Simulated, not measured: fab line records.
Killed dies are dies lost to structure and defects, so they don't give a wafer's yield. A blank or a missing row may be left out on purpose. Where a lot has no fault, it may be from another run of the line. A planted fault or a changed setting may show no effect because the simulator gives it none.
A struck lot beside a sound one ; flow sky130 ; 36 out of 708 route steps
Sound: wafers L472.3, L472.4, L472.6. Struck: wafers L478.3, L478.4, L478.6. The cause is given at the end.
Order at every step that has rows: each side's tool, ch and its chambers, its first start. Under that, the readings that differ: sound wafers ; struck wafers ; difference of the means ; sigmas: that difference in standard deviations of wafers without a fault.
alike: readings whose means differ by less than 2 such deviations, and words and numbers that are the same on both sides. not compared: withheld readings, readings that some wafer has no value for, bounds like >300 that may hide the same value, and numbers for which the record gives no deviation and whose values overlap.
The two part at a step that has a row with sigmas, a row that says differs or no value, or rows on one side only. When numbers do not overlap yet have no deviation, they are printed without sigmas and do not part them. A reading missing from all wafers of one side parts the sides only when that side holds two or more wafers.

first, 9 steps without rows for these wafers: SKY_VIA4_ETCH_12 (etches SiO2 in C4F8/O2/Ar, stops on TiN, target depth 580 nm); SKY_VIA4_STRIP_13 (strips in O2/N2); SKY_VIA4_STRIP_14 (strips in post etch residue remover, time 1200 s); SKY_VIA4_CLEAN_15 (cleans in IPA, time 180 s); SKY_VIA4_CLEAN_16 (cleans in O3/DIW); SKY_VIA4_SPUTTER_17 (material TiN, target thk 20 nm, time 80 s); SKY_VIA4_CVD_18 (deposits W, target thk 505 nm, time 152.14 s); SKY_VIA4_CMP_21 (polishes, stops on SiO2, t overpolish 25 s, target thk 0 nm); SKY_METAL5_SPUTTER_00 (material Ti, target thk 15 nm, time 10 s).
SKY_METAL5_SPUTTER_01: material TiN, target thk 20 nm, time 16.7 s.
  sound on pvd sputter-04, day 46 02:14; struck on pvd sputter-03, day 47 08:14
  alike: throttle valve pct
then, 25 steps without rows for these wafers: SKY_METAL5_SPUTTER_02 (material AlCu, target thk 1150 nm, time 61.2 s); SKY_METAL5_SPUTTER_03 (material Ti, target thk 5 nm, time 3.3 s); SKY_METAL5_SPUTTER_04 (material TiN, target thk 70 nm, time 58.3 s); SKY_METAL5_DEHYDRATE_07 (time 60 s); SKY_METAL5_HMDS_08 (prime time 60 s); SKY_METAL5_COAT_09 (resist thk 1800 nm); SKY_METAL5_SOFTBAKE_10 (time 60 s); SKY_METAL5_EXPOSE_11 (exposes mask MM5, target cd 1600 nm); SKY_METAL5_PEB_12; SKY_METAL5_DEVELOP_13 (develop time 60 s); SKY_METAL5_DESCUM_14 (chemistry O2, time 11 s); SKY_METAL5_METAL_ETCH_15 (etches the open film in Cl2/BCl3, stops on SiO2, target depth 1260 nm, time 252 s); SKY_METAL5_STRIP_16 (strips in O2/N2); SKY_METAL5_STRIP_17 (strips in post etch residue remover, time 1200 s); SKY_METAL5_CLEAN_18 (cleans in IPA, time 180 s); SKY_METAL5_CLEAN_19 (cleans in O3/DIW); SKY_PASSIVATION_CVD_00 (deposits SiO2, target thk 90 nm); SKY_PASSIVATION_CVD_02 (deposits Si3N4, target thk 540 nm); SKY_PASSIVATION_DEHYDRATE_04 (time 60 s); SKY_PASSIVATION_HMDS_05 (prime time 60 s); SKY_PASSIVATION_COAT_06 (resist thk 3000 nm); SKY_PASSIVATION_SOFTBAKE_07; SKY_PASSIVATION_EXPOSE_08 (exposes mask NSM, target cd 3000 nm); SKY_PASSIVATION_PEB_09; SKY_PASSIVATION_DEVELOP_10 (develop time 60 s).
-- the record jumps here: 2 days lie between the struck wafers' starts before and after (it left off in module PASSIVATION and takes up again in module PAD_OPEN, whose first step shown is number 708 of the route) --
SKY_PAD_OPEN_PROBE_99:
  sound on prober-02, day 48 17:59; struck on prober-02, day 49 20:07
reading;sound;struck;difference;sigmas
defect limited yield (%);83.5 82.9 81.7;76.0 79.9 74.4;-5.9;-3
killed_at_M4_up;8 7 6;33 26 45;+28;+15
killed dies;81 84 90;118 99 126;+29;+3
sort_bin_3_pad_short (%);0.6 1.2 0.6;2.4 1.6 2.2;+1.3;+3
sort_bin_5_function (%);10.6 10.8 10.6;13.6 12.4 16.5;+3.5;+3
sort n pass;411 408 402;374 393 366;-29;-3
sort yield pct (%);83.5 82.9 81.7;76.0 79.9 74.4;-5.9;-3
model.etest.tester.sort n pass;411 408 402;374 393 366;-29;
model.etest.tester.sort yield pct (%);83.54 82.93 81.71;76.02 79.88 74.39;-5.96;
model.etest.tester.sort_bin_5_pct (%);10.57 10.77 10.57;13.62 12.4 16.46;+3.52;
model.etest.tester.sort_bin_3_pct (%);0.6098 1.22 0.6098;2.439 1.626 2.236;+1.287;
  alike: killed_at_M0_to_M3, killed at contacts, killed at front end, killed at other, killed open, killed short, sort_bin_6_memory

WHERE THEY PART
Only at SKY_PAD_OPEN_PROBE_99, within this record.

WHY: the cause the simulator had injected
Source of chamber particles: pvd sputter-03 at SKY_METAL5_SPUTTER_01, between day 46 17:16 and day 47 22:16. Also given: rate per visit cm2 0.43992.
